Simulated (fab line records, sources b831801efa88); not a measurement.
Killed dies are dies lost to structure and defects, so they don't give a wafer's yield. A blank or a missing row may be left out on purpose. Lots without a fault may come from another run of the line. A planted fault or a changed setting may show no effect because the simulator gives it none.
Chamber matching | flow gf180mcu | GF_V2_ETCH_16 on rie_diel-03: 4 sister chambers
The step etches BARC in N2/H2. 8 wafers are shown with their chamber, then 7 later ones without.

WAFERS WITH THEIR CHAMBER
wafer  | chamber | drypump_motor_current_A (A) | oes_product_au (a.u.)
L079.6 | 1       | 5.52                        | 0.862
L080.6 | 1       | 5.49                        | 0.857
L081.4 | 3       | 5.51                        | 0.852
L081.5 | 2       | 5.64                        | 0.850
L088.4 | 2       | 5.67                        | 0.855
L088.6 | 0       | 5.24                        | 0.851
L090.2 | 0       | 5.23                        | 0.854
L090.4 | 3       | 5.58                        | 0.851

WAFERS WITHOUT THEIR CHAMBER
wafer  | drypump_motor_current_A (A) | oes_product_au (a.u.)
L090.5 | 5.67                        | 0.861
L091.1 | 5.51                        | 0.857
L091.3 | 5.24                        | 0.849
L091.5 | 5.50                        | 0.858
L093.1 | 5.56                        | 0.849
L093.2 | 5.66                        | 0.858
L093.4 | 5.24                        | 0.853

WHICH CHAMBER EACH WENT THROUGH
wafer  | from the rows above     | in truth
L090.5 | 2                       | 2
L091.1 | can't be placed: 1 or 3 | 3
L091.3 | 0                       | 0
L091.5 | 1                       | 1
L093.1 | 3                       | 3
L093.2 | 2                       | 2
L093.4 | 0                       | 0
Placed correctly: 6 of 7. Can't be placed from these rows: 1 (the true chamber is among the candidates in 1). Placed wrongly: 0.
How it was worked out, from the rows above alone: a wafer's distance from a chamber is the root of the sum, over the readings, of the square of ((its reading less the chamber's mean) divided by the reading's scatter). The wafer belongs to the nearest chamber; if the next one is less than 2 further off, it can't be placed. A chamber's mean is the mean of its shown wafers. The scatter: the root of (the sum of the squares of (reading less its chamber's mean) over the shown wafers, divided by (wafers less chambers)).
